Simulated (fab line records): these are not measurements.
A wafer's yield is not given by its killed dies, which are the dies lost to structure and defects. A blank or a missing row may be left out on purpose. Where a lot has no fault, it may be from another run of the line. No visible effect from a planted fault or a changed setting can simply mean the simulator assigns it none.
A lot that was struck, set against a sound lot + flow gf180mcu + 43 steps out of a route of 602
Sound: the wafers L440.1, L440.4, L440.6. Struck: wafer L457.6 (left out: L457.1, L457.3 of the same lot, which were not struck); the cause appears at the end.
Per side, at each step with rows, come the tool, then ch with its chambers, and then its first start. Under that, the readings that differ: sound wafers + struck wafers + difference of the means + sigmas: that difference in standard deviations of wafers without a fault.
alike: a reading whose means differ by less than 2 such deviations, as well as words and numbers matching on both sides. not compared: withheld readings; readings where some wafer has no value; bounds like >300 that might hide an equal value; numbers whose values overlap and for which the record gives no deviation.
The two part at a step that has a row with sigmas, a row that says differs or no value, or rows on one side only. When numbers do not overlap yet have no deviation, they are printed without sigmas and do not part them. Lack of a reading on every wafer of one side parts them only where that side has two or more wafers.

first, 6 steps without rows for these wafers: GF_SAB_ETCH_11 (etches SiO2 in C4F8/O2/Ar, target depth 55 nm, time 8.5 s); GF_SAB_WET_ETCH_12 (etches SiO2 in dHF, target depth 22 nm, time 440 s); GF_SAB_STRIP_13 (strips in O2/N2); GF_SALICIDE_CLEAN_00 (cleans in SC1/SC2, time 150 s); GF_SALICIDE_WET_ETCH_01 (etches SiO2 in dHF, target depth 5 nm, time 100 s); GF_SALICIDE_SPUTTER_02 (material Co, target thk 10 nm, time 20 s).
GF_SALICIDE_SPUTTER_03: material TiN, target thk 20 nm, time 16.7 s.
  sound on pvd-sputter-03, day 15 19:52; struck on pvd-sputter-04, day 21 22:43
  alike: throttle-valve-pct
GF_SALICIDE_RS_MEAS_04: measurement is done with a four-point probe.
  sound on film-metro-02, day 15 19:53; struck on film-metro-02, day 21 22:45
  alike: SALICIDE_TIN_RS
GF_SALICIDE_THK_MEAS_05: measures by xrf.
  sound on film-metro-02, day 15 20:00; struck on film-metro-02, day 21 22:52
  alike: SALICIDE_TIN_THK
then, 2 steps without rows for these wafers: GF_SALICIDE_RTA_06 (time 30 s); GF_SALICIDE_WET_ETCH_07 (etches the open film in SPM, target depth 120 nm).
GF_SALICIDE_RTA_08: time 30 s.
  sound on rtp-anneal-02 ch 0, day 15 20:15; struck on rtp-anneal-02 ch 0, day 21 23:08
  alike: lamp-power-pct, wafer_temp_C_max
GF_CONTACT_CVD_00: deposits SiO2, target thk 300 nm, time 50 s.
  sound on hdpcvd-02 ch 1,2, day 15 20:21; struck on hdpcvd-02 ch 1, day 21 23:14
| reading                | sound             | struck | difference | sigmas |
|------------------------|-------------------|--------|------------|--------|
| pressure-mtorr (mTorr) | 5.992 5.990 6.003 | 6.019  | +0.024     | +2     |
GF_CONTACT_THK_MEAS_01:
  sound on film-metro-02, day 15 20:24; struck on film-metro-02, day 21 23:16
  alike: CONTACT_CVD_00_THK
GF_CONTACT_CVD_02: deposits SiO2 from TEOS, target thk 860 nm, time 95.992 s.
  sound on pecvd-04 ch 0,1,2, day 15 20:28; struck on pecvd-04 ch 0, day 21 23:20
  alike: heater-power-w
GF_CONTACT_THK_MEAS_03:
  sound on film-metro-04, day 15 20:32; struck on film-metro-04, day 21 23:24
  alike: CONTACT_CVD_02_THK
GF_CONTACT_CMP_04: polishes SiO2.
  sound on cmp-01 ch 1,3, day 15 20:38; struck on cmp-01 ch 3, day 21 23:28
  alike: motor-current-A, retaining-ring-pressure-frac, time-to-endpoint-s
GF_CONTACT_BOW_MEAS_05:
  sound on film-metro-04, day 15 20:53; struck on film-metro-02, day 21 23:46
  alike: CONTACT_BOW
then, 8 steps without rows for these wafers: GF_CONTACT_DEHYDRATE_06 (time 60 s); GF_CONTACT_HMDS_07 (prime time 60 s); GF_CONTACT_COAT_08; GF_CONTACT_COAT_09 (resist thk 1000 nm); GF_CONTACT_SOFTBAKE_10 (time 60 s); GF_CONTACT_EXPOSE_11 (exposes mask Contact, target cd 220 nm); GF_CONTACT_PEB_12 (peb time 90 s); GF_CONTACT_DEVELOP_13 (develop time 60 s).
GF_CONTACT_CD_MEAS_14: target cd 220 nm.
  sound on cd-sem-02, day 16 19:29; struck on cd-sem-02, day 22 23:11
  alike: cd-nm
GF_CONTACT_OVL_MEAS_15:
  sound on overlay-02, day 16 19:37; struck on overlay-02, day 22 23:19
  alike: CONTACT_OVL
then, 9 steps without rows for these wafers: GF_CONTACT_ETCH_16 (etches BARC in N2/H2); GF_CONTACT_ETCH_17 (etches SiO2 in C4F8/O2/Ar, stops on CoSi2, target depth 860 nm); GF_CONTACT_STRIP_18 (strips in O2/N2); GF_CONTACT_CLEAN_19 (cleans in SPM); GF_CONTACT_CLEAN_20 (cleans in DIW); GF_CONTACT_CLEAN_21 (cleans in dHF, time 20 s); GF_CONTACT_SPUTTER_22 (material Ti, target thk 15 nm, time 80.02 s); GF_CONTACT_SPUTTER_23 (material TiN, target thk 10 nm, time 40 s); GF_CONTACT_CVD_24 (deposits W, target thk 300 nm, time 90.339 s).
GF_CONTACT_RS_MEAS_25: measurement is done with a four-point probe.
  sound on film-metro-01, day 16 20:18; struck on film-metro-01, day 23 00:01
  alike: CONTACT_W_RS
GF_CONTACT_THK_MEAS_26: measures by xrf.
  sound on film-metro-01, day 16 20:25; struck on film-metro-01, day 23 00:08
  alike: CONTACT_W_THK
then, 2 steps without rows for these wafers: GF_CONTACT_CMP_27 (polishes, stops on SiO2, t overpolish 15 s, target thk 0 nm); GF_M1_SPUTTER_00 (material Ti, target thk 37.5 nm, time 150 s).
GF_M1_SPUTTER_01: material TiN, target thk 30 nm, time 25 s.
  sound on pvd-sputter-01, day 16 20:53; struck on pvd-sputter-02, day 23 00:35
  alike: throttle-valve-pct
-- the record jumps here: 11 days lie between the struck wafers' starts before and after (it left off in module M1 and takes up again in module PASSIVATION, whose first step shown is number 602 of the route) --
GF_PASSIVATION_PROBE_99:
  rows exist in the record for the struck wafers here (prober-02, day 34 03:50), but not for the sound ones

## WHERE THEY PART
Earliest at GF_CONTACT_CVD_00; latest, in this record, at GF_PASSIVATION_PROBE_99.

WHY: whatever the simulator had introduced
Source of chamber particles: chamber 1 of hdpcvd-02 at GF_CONTACT_CVD_00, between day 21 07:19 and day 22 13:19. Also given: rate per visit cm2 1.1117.
